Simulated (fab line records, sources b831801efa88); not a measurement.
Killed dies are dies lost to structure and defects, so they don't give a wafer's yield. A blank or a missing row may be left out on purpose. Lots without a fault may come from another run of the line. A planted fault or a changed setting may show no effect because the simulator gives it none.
Which tool did it? | flow sky130 | 12 lots, 36 wafers sampled, at 5 steps of a route of 708

WHAT THE GAUGES READ, wafer by wafer
SKY_CAP2M_THK_MEAS_04: measures by xrf.
lot  | measured     | on            | CAP2M_TIN_THK (nm)
L830 | day 40 23:54 | film_metro-01 | 197.7 200.4 201.2
L831 | day 41 08:18 | film_metro-02 | 197.6 201.0 198.9
L835 | day 42 09:02 | film_metro-03 | 193.5 197.1 199.1
L839 | day 43 13:26 | film_metro-03 | 195.1 199.9 201.0
L840 | day 44 00:41 | film_metro-01 | 203.1 200.8 200.3
L841 | day 44 02:32 | film_metro-03 | 200.8 202.5 201.0
L842 | day 44 12:18 | film_metro-03 | 201.0 200.5 197.2
L843 | day 44 14:12 | film_metro-03 | 203.1 203.0 202.6
L844 | day 44 22:34 | film_metro-01 | 193.6 193.9 193.4
L845 | day 45 00:49 | film_metro-03 | 206.6 205.7 203.2
L848 | day 45 22:46 | film_metro-02 | 201.0 203.2 200.5
L851 | day 46 15:44 | film_metro-01 | 195.7 197.1 196.3

SKY_METAL4_CD_MEAS_13: target cd 300 nm.
lot  | measured     | on        | cd_nm (nm)
L830 | day 43 01:45 | cd_sem-01 | 301.8 301.0 300.3
L831 | day 43 08:04 | cd_sem-01 | 299.8 298.8 299.2
L835 | day 44 07:29 | cd_sem-01 | 301.5 301.7 301.4
L839 | day 45 11:45 | cd_sem-01 | 297.3 298.0 298.3
L840 | day 45 21:04 | cd_sem-01 | 313.9 315.1 314.5
L841 | day 46 00:01 | cd_sem-01 | 316.5 316.8 315.5
L842 | day 46 08:45 | cd_sem-01 | 299.8 300.2 299.5
L843 | day 46 10:30 | cd_sem-01 | 300.8 301.3 300.4
L844 | day 46 17:29 | cd_sem-01 | 309.0 308.8 309.9
L845 | day 46 20:37 | cd_sem-01 | 307.1 307.0 306.7
L848 | day 47 17:23 | cd_sem-01 | 297.9 299.1 298.5
L851 | day 48 09:37 | cd_sem-01 | 302.8 303.7 302.6

SKY_METAL4_OVL_MEAS_14.
lot  | measured     | on         | METAL4_OVL (nm)
L830 | day 43 01:50 | overlay-01 | -9 -4 -2
L831 | day 43 08:09 | overlay-02 | 9 6 -1
L835 | day 44 07:34 | overlay-01 | 7 2 5
L839 | day 45 11:51 | overlay-02 | -4 7 1
L840 | day 45 21:11 | overlay-01 | -8 -4 -8
L841 | day 46 00:08 | overlay-02 | 1 2 -6
L842 | day 46 08:51 | overlay-01 | 9 11 -2
L843 | day 46 10:36 | overlay-01 | 0 -4 -4
L844 | day 46 17:36 | overlay-02 | -6 -7 -4
L845 | day 46 20:44 | overlay-01 | 4 3 1
L848 | day 47 17:30 | overlay-02 | -5 4 -7
L851 | day 48 09:44 | overlay-01 | 8 6 8

SKY_VIA4_THK_MEAS_01.
lot  | measured     | on            | VIA4_HDPCVD_THK (nm)
L830 | day 43 02:59 | film_metro-04 | 1808 1811 1813
L831 | day 43 09:17 | film_metro-04 | 1870 1848 1855
L835 | day 44 08:50 | film_metro-01 | 1828 1818 1810
L839 | day 45 13:05 | film_metro-01 | 1819 1838 1832
L840 | day 45 22:22 | film_metro-02 | 1836 1820 1814
L841 | day 46 01:19 | film_metro-02 | 1829 1840 1824
L842 | day 46 10:06 | film_metro-02 | 1808 1794 1815
L843 | day 46 11:49 | film_metro-02 | 1825 1823 1845
L844 | day 46 18:44 | film_metro-04 | 1833 1819 1808
L845 | day 46 21:58 | film_metro-04 | 1837 1851 1837
L848 | day 47 19:07 | film_metro-01 | 1793 1807 1822
L851 | day 48 11:02 | film_metro-04 | 1807 1804 1801

WHICH TOOL RAN EACH LOT (tool, then ch and the chambers of the sampled wafers, then the start)
lot  | SKY_METAL4_EXPOSE_10
L830 | krf_scanner-02 ch 0, day 42 13:41
L831 | krf_scanner-01 ch 0, day 42 21:26
L835 | krf_scanner-02 ch 0, day 43 20:44
L839 | krf_scanner-01 ch 0, day 45 01:26
L840 | krf_scanner-01 ch 0, day 45 10:04
L841 | krf_scanner-01 ch 0, day 45 12:43
L842 | krf_scanner-02 ch 0, day 45 22:39
L843 | krf_scanner-02 ch 0, day 46 00:26
L844 | krf_scanner-01 ch 0, day 46 06:57
L845 | krf_scanner-01 ch 0, day 46 09:25
L848 | krf_scanner-02 ch 0, day 47 07:15
L851 | krf_scanner-02 ch 0, day 48 00:13
- SKY_METAL4_EXPOSE_10: exposes mask MM4, target cd 300 nm.

WHAT THE TOOLS THEMSELVES READ (means of the sampled wafers that have a number; where no wafer has one, the mark that the record gives instead)
SKY_METAL4_EXPOSE_10.
lot  | tool           | exposure_dose_mJ_cm2
L830 | krf_scanner-02 | 27.918
L831 | krf_scanner-01 | 27.943
L835 | krf_scanner-02 | 27.925
L839 | krf_scanner-01 | 27.947
L840 | krf_scanner-01 | 25.689
L841 | krf_scanner-01 | 25.707
L842 | krf_scanner-02 | 27.928
L843 | krf_scanner-02 | 27.948
L844 | krf_scanner-01 | 26.523
L845 | krf_scanner-01 | 26.523
L848 | krf_scanner-02 | 27.937
L851 | krf_scanner-02 | 27.907

THE ANSWER, worked out from the rows above alone
Rule: what is usual is taken from the lots themselves. Put in order of their means at a reading, lots are off if they are a third of the lots or fewer, leave a main group of 4 or more, and stand apart from it by a gap of 3 or more times the standard deviation of the main group's means; of several such gaps the widest counts. A main group whose means are all the same, to the digits that the tables above print for the reading, isn't used. A lot without any number at a reading at which 4 lots or more have one is off too. The other lots that the step has rows for count as sound. The gauges are gone through in route order, then the tools' own readings, and for those a lot's mean is taken as printed above. The first step at which some lot is off is used, and at that step the reading that is off furthest; a lot without a number counts as furthest.
Off: L840, L841, L844, L845, at SKY_METAL4_EXPOSE_10 (exposure_dose_mJ_cm2). The main group: mean 27.932, standard deviation 0.014.
A tool fits if, at that step or a process step before it, it ran every lot that is off, and no sound lot after the first of them. One fits: krf_scanner-01 at SKY_METAL4_EXPOSE_10. Its last sound lot is L839 (day 45 01:26), its first lot that is off L840 (day 45 10:04): a fault that began between those two fits.
The tool's own readings at SKY_METAL4_EXPOSE_10 bear it out: on the lots that are off they differ by more than 5 times the standard deviation of the sound lots' means. exposure_dose_mJ_cm2 reads 26.111 there against 27.932 on the sound lots.

WHAT THE SIMULATOR HAD PUT IN
Process parameter drift: krf_scanner-01, from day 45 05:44 on, at SKY_METAL4_EXPOSE_10. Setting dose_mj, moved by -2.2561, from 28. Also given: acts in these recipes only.
Lots struck among those shown: L840, L841, L844, L845. The rule above found the same.
